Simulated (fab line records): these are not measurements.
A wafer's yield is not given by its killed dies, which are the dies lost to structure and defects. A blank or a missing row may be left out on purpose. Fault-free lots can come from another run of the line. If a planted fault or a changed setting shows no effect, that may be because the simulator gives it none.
Matching of chambers    flow sky130    rie-diel-03 running SKY_VIA1_ETCH_15: 4 sister chambers
The step etches SiO2 in C4F8/O2/Ar, stops on TiN, target depth 351 nm, time 54 s. 14 wafers are shown with their chamber, then 7 later ones without.

== WAFERS WITH THEIR CHAMBER ==
wafer   chamber  oes-product-au (a.u.)
L076.2  0        0.976
L076.3  3        0.987
L076.6  0        0.985
L078.4  1        0.984
L078.5  0        0.986
L078.6  3        0.975
L082.3  0        0.981
L082.4  2        0.986
L082.5  2        0.972
L083.3  2        0.980
L083.4  0        0.983
L083.5  1        0.983
L091.1  3        0.988
L091.3  2        0.985

SIGNATURES, as means of the wafers listed above
reading         chamber 0  chamber 1  chamber 2  chamber 3  scatter within a chamber
oes-product-au  0.98220    0.98350    0.98075    0.98333    0.00539
Rule: for a wafer and a chamber, the distance is found by dividing, reading by reading, the gap between the wafer's reading and the chamber's mean by the reading's scatter, squaring, summing and taking the root. The wafer belongs to the nearest chamber; if the next one is less than 2 further off, it can't be placed. The scatter: the root of (the sum of the squares of (reading less its chamber's mean) over the shown wafers, divided by (wafers less chambers)).

== WAFERS WITHOUT THEIR CHAMBER ==
wafer   oes-product-au (a.u.)
L091.5  0.977
L095.1  0.979
L095.3  0.978
L095.6  0.984
L097.1  0.984
L097.2  0.985
L097.3  0.981

== WHICH CHAMBER EACH WENT THROUGH ==
wafer   from the rows above                in truth
L091.5  can't be placed: 2 or 0 or 3 or 1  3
L095.1  can't be placed: 2 or 0 or 3 or 1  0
L095.3  can't be placed: 2 or 0 or 3 or 1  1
L095.6  can't be placed: 1 or 3 or 0 or 2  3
L097.1  can't be placed: 1 or 3 or 0 or 2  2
L097.2  can't be placed: 1 or 3 or 0 or 2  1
L097.3  can't be placed: 2 or 0 or 3 or 1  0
Correct placement for 0 of the 7. From these rows, 7 cannot be placed; in 7 the true chamber is one of the candidates. Placed wrongly: 0.
